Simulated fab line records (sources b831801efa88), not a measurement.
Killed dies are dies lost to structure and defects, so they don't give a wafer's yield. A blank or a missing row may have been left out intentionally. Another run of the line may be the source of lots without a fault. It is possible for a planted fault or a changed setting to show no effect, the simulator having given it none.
Which tool did it?    flow sky130    36 wafers from 12 lots sampled at 4 of the route's 708 steps

## WHAT THE GAUGES READ, wafer by wafer
SKY_CAP2M_THK_MEAS_04: measures by xrf. Usual: CAP2M_TIN_THK 202.2 nm, standard deviation 2.1.
lot   measured      on             CAP2M_TIN_THK (nm)  flag
L283  day 39 16:47  film-metro-02  199.9 201.3 202.6   
L284  day 39 21:24  film-metro-03  199.3 202.1 200.1   
L285  day 40 09:34  film-metro-02  200.3 198.7 201.4   
L286  day 41 02:22  film-metro-01  202.1 200.6 200.6   
L287  day 41 03:31  film-metro-03  203.4 203.5 202.2   
L288  day 41 10:25  film-metro-01  201.1 200.7 199.3   
L293  day 42 17:13  film-metro-01  198.8 200.1 198.0   
L292  day 42 22:23  film-metro-02  200.5 198.9 201.9   
L295  day 43 06:05  film-metro-01  202.7 203.1 204.0   
L296  day 43 16:05  film-metro-02  206.9 205.7 205.7   
L299  day 44 06:07  film-metro-02  201.3 202.5 202.5   
L303  day 45 06:34  film-metro-02  201.6 202.4 200.2   

SKY_PAD_OPEN_BOW_MEAS_13. Usual: PAD_OPEN_BOW 46 um, standard deviation 8.1.
lot   measured      on             PAD_OPEN_BOW (um)  flag
L283  day 45 17:52  film-metro-01  45 46 43           
L284  day 45 21:01  film-metro-01  37 39 49           
L285  day 46 09:32  film-metro-03  55 40 42           
L286  day 46 22:47  film-metro-02  56 52 43           
L287  day 46 23:43  film-metro-01  49 45 53           
L288  day 47 06:23  film-metro-02  25 41 31           
L293  day 48 06:46  film-metro-01  48 50 55           
L292  day 48 11:07  film-metro-03  42 40 34           
L295  day 48 18:50  film-metro-03  50 40 48           
L296  day 49 01:19  film-metro-01  46 62 53           
L299  day 49 13:20  film-metro-01  49 49 51           
L303  day 50 08:17  film-metro-03  50 57 61           

## WHICH TOOL RAN EACH LOT (tool, then ch and the chambers of the sampled wafers, then the start)
lot   SKY_VIA3_CMP_24                SKY_PASSIVATION_STRIP_12
L283  cmp-02 ch 0,2,3, day 39 16:02  plasma-asher-01 ch 0,1, day 44 18:40
L284  cmp-02 ch 1,2, day 39 20:41    plasma-asher-02 ch 0,1, day 44 21:25
L285  cmp-02 ch 1,2, day 40 08:46    plasma-asher-01 ch 0,1, day 45 10:03
L286  cmp-02 ch 0,2,3, day 41 01:36  plasma-asher-04 ch 0,1, day 45 23:45
L287  cmp-01 ch 0,3, day 41 02:45    plasma-asher-02 ch 0,1, day 46 01:34
L288  cmp-02 ch 1,2,3, day 41 09:44  plasma-asher-02 ch 0,1, day 46 07:15
L293  cmp-01 ch 1,2, day 42 16:26    plasma-asher-02 ch 0,1, day 47 09:20
L292  cmp-02 ch 0,2,3, day 42 21:39  plasma-asher-02 ch 0,1, day 47 14:10
L295  cmp-02 ch 0,1,3, day 43 05:19  plasma-asher-01 ch 0,1, day 47 21:52
L296  cmp-02 ch 1,2,3, day 43 15:19  plasma-asher-02 ch 0,1, day 48 05:09
L299  cmp-02 ch 0,1,3, day 44 05:23  plasma-asher-02 ch 0,1, day 48 17:13
L303  cmp-01 ch 0,1,3, day 45 05:53  plasma-asher-04 ch 0, day 49 13:51
- SKY_VIA3_CMP_24: polishes, stops on SiO2, t overpolish 20 s, target thk 0 nm.
- SKY_PASSIVATION_STRIP_12: strips in O2/N2.

## AS READ BY THE TOOLS THEMSELVES (means over the sampled wafers that have a number; for cases with no such wafer, the mark the record gives instead)
SKY_VIA3_CMP_24. Usual: motor-current-A 11.3 A, standard deviation 1.4; overpolish-run-s 19.999 s, standard deviation 0.009; slurry-flow-ml-min 150.0, standard deviation 0.47; time-to-endpoint-s 95 s, standard deviation 4.6.
lot   tool    motor-current-A (A)  overpolish-run-s (s)  slurry-flow-ml-min  time-to-endpoint-s (s)  flag
L283  cmp-02  11.2                 19.997                149.6               89                      
L284  cmp-02  11.4                 20.008                149.9               92                      
L285  cmp-02  11.4                 19.989                150.0               96                      
L286  cmp-02  11.3                 19.992                149.9               97                      
L287  cmp-01  11.7                 20.006                150.3               96                      
L288  cmp-02  11.5                 19.994                149.7               98                      
L293  cmp-01  11.8                 19.998                150.3               90                      
L292  cmp-02  11.0                 20.002                150.5               93                      
L295  cmp-02  10.8                 20.007                150.1               94                      
L296  cmp-02  11.6                 20.010                150.1               92                      
L299  cmp-02  10.6                 19.991                150.1               91                      
L303  cmp-01  12.5                 19.998                149.9               97                      

SKY_PASSIVATION_STRIP_12. Usual: drypump-motor-current-A 5.6 A, standard deviation 0.52; oes-product-au 0.661 a.u., standard deviation 0.005; strip-time-to-endpoint-s 31.58 s, standard deviation 0.13.
lot   tool             drypump-motor-current-A (A)  oes-product-au (a.u.)  strip-time-to-endpoint-s (s)  flag
L283  plasma-asher-01  6.1                          0.665                  31.56                         
L284  plasma-asher-02  5.1                          0.661                  31.58                         
L285  plasma-asher-01  5.9                          0.659                  31.43                         
L286  plasma-asher-04  6.0                          0.663                  31.68                         
L287  plasma-asher-02  5.5                          0.657                  31.53                         
L288  plasma-asher-02  5.1                          0.663                  31.65                         
L293  plasma-asher-02  5.5                          0.660                  31.77                         
L292  plasma-asher-02  5.5                          0.659                  31.61                         
L295  plasma-asher-01  6.1                          0.657                  31.58                         
L296  plasma-asher-02  5.5                          0.663                  31.44                         
L299  plasma-asher-02  5.1                          0.658                  31.57                         
L303  plasma-asher-04  6.0                          0.658                  31.53                         

## THE ANSWER, worked out from the rows above alone
Rule: take the mean of a lot's wafers that have a number; if it is more than 3 standard deviations from the usual mean, the lot is off. A lot without any number at a reading at which 4 lots or more have one is off too. Where the step has rows for the other lots, those lots are counted as sound. Order of review: gauges by route order, followed by the tools' own readings, for which a lot's mean as printed above is used. The first step at which some lot is off is used, and at that step the reading that is off furthest; a lot without a number counts as furthest.
Across all readings shown, no lot is off: no conclusion can be drawn from this.

## WHAT THE SIMULATOR PUT IN
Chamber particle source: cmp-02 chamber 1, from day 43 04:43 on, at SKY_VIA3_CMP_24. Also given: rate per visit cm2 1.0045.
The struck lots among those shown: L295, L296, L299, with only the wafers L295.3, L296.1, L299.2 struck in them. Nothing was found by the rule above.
